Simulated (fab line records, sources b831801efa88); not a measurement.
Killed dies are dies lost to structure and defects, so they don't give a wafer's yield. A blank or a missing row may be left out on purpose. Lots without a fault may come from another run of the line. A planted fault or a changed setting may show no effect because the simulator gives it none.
One fault seen from 2 desks | flow sky130 | each desk has only its own numbers; what lay behind them comes last

THE TOOL OWNER'S DESK: rie_si-02
The tool's own readings at SKY_POLY_GATE_ETCH_17 (etches poly-Si in HBr/Cl2, stops on SiO2, target depth 180 nm, time 70.5 s): means of the sampled wafers that have a number, for each lot that ran on this tool. A lot is out of limits, marked OUT, if its mean lies more than 4 standard deviations from the usual mean; the brackets give that distance.
Columns: A = drypump_motor_current_A at SKY_POLY_GATE_ETCH_17, usual 5.81 A; B = oes_product_au at SKY_POLY_GATE_ETCH_17, usual 0.985 a.u.; C = throttle_valve_pct at SKY_POLY_GATE_ETCH_17, usual 33.684 %
lot  | first seen here | A    | B     | C
L575 | day 16 19:03    | 5.84 | 0.996 | 33.685
L583 | day 19 20:07    | 5.65 | 0.984 | 33.684
L584 | day 20 07:31    | 5.75 | 0.989 | 33.690
L586 | day 20 16:49    | 5.73 | 0.986 | 33.677
L595 | day 24 17:16    | 5.75 | 0.986 | 33.693
L596 | day 25 01:37    | 5.75 | 0.971 | 33.684
This desk's finding: nothing out of limits on any of the 6 lots.

THE METROLOGY DESK
What the gauges read, lot by lot, whatever tool the lot ran on: means of the sampled wafers that have a number. A lot is out of limits, marked OUT, if its mean lies more than 4 standard deviations from the usual mean; the brackets give that distance.
Columns: A = PASSIVATION_CVD_00_THK at SKY_PASSIVATION_THK_MEAS_01, usual 89.7 nm
lot  | first seen here | A
L574 | day 43 03:31    | 88.5
L575 | day 43 23:11    | 90.0
L581 | day 45 20:29    | 90.0
L583 | day 46 04:59    | 89.3
L584 | day 46 15:53    | 90.2
L586 | day 46 19:37    | 90.9
L590 | day 48 04:20    | 90.0
L592 | day 48 13:27    | 90.2
L593 | day 48 15:10    | 88.3
L594 | day 49 04:43    | 89.5
L595 | day 49 09:45    | 89.7
L596 | day 49 14:42    | 89.0
This desk's finding: nothing out of limits on any of the 12 lots.

PUT TOGETHER
The tool owner's desk saw nothing out of limits.
The metrology desk saw nothing out of limits.

WHAT THE SIMULATOR HAD PUT IN
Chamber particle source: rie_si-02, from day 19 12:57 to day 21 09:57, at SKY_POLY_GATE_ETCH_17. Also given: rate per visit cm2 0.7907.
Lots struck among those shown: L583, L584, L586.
